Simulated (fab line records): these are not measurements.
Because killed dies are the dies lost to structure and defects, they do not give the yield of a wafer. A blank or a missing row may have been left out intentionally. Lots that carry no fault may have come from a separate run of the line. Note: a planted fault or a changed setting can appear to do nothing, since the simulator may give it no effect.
Problem report, 8D (eight disciplines) form, completed by code | flow sky130 | the parts of the form that need people (team, actions taken, sign-off) are left out

1. WHAT IS WRONG
Mean of developerTempC at SKY_VIA2_DEVELOP_11: 20.18 C across 6 wafers in 2 lots; on wafers with no fault it is 21.00 C (standard deviation 0.1). Relative to the usual mean, that is a shift of -8.2 standard deviations.
The step: develop time 60 s.
Seen first at day 42 20:00 on lithoTrack-04, wafer L164.1. The record has a number at this step for 39 wafers belonging to 13 lots. The rule behind "out" and "out of limits": a value lying over 4 standard deviations away from the usual mean. Any other wafer with a number is counted as sound.

2. WHAT THIS IS AND IS NOT
question                    | is                     | is not
which readings at this step | developerTempC         | exhaustPa
which lots                  | L164, L165             | L144, L146, L148, L150, L151, L152, L155, L156, L157, L166, L167
which wafers of those lots  | all that have a number | -
read on which tools         | lithoTrack-04          | lithoTrack-01, lithoTrack-03
when                        | from day 42 20:00      | up to then (27 sound wafers); but 6 sound wafers of L166, L167 came after

3. SUSPECTS, AND WHAT RULES EACH OUT
Counting: a tool at a process step up to the reading stays a suspect if it ran every lot that is out and no sound lot after the first of them.
- lithoTrack-04 at SKY_VIA2_DEVELOP_11 (develop time 60 s): kept. Every lot that is out went through it, starting with L164 (day 42 20:00), and after that it ran no sound lot; the last sound lot it ran before then is L155 (day 39 22:00). Its own developerTempC readings are out on those wafers.
The count leaves lithoTrack-04 at SKY_VIA2_DEVELOP_11.

4. THE CAUSE (what the simulator had put in)
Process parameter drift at SKY_VIA2_DEVELOP_11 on lithoTrack-04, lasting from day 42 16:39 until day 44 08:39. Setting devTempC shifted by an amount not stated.
The count eliminated every tool but this one.

5. THE EFFECT CHAIN, in route order
One row per reading whose mean, taken over the struck wafers that have a number, lies over 3 standard deviations from the usual. Only readings whose record carries a usual standard deviation are examined. hours: median over the lots of the time between each lot's start at the first step of this table that gives one and its start at this step. sigmas: the change, counted in usual standard deviations.
hours | step                | reading        | usual   | on struck wafers | change | sigmas
0     | SKY_VIA2_DEVELOP_11 | developerTempC | 21.00 C | 20.18            | -0.82  | -8.2
Its process steps:
- SKY_VIA2_DEVELOP_11: develop time 60 s.
At these later measuring or inspecting steps, every struck wafer for which the step has a row has a number for every such reading, and none has moved that far: SKY_VIA2_THK_MEAS_23.

6. HOW IT WOULD HAVE BEEN CAUGHT EARLIER
First out-of-limits reading in this record: day 42 20:00, which is 3 hours after fault onset at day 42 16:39.
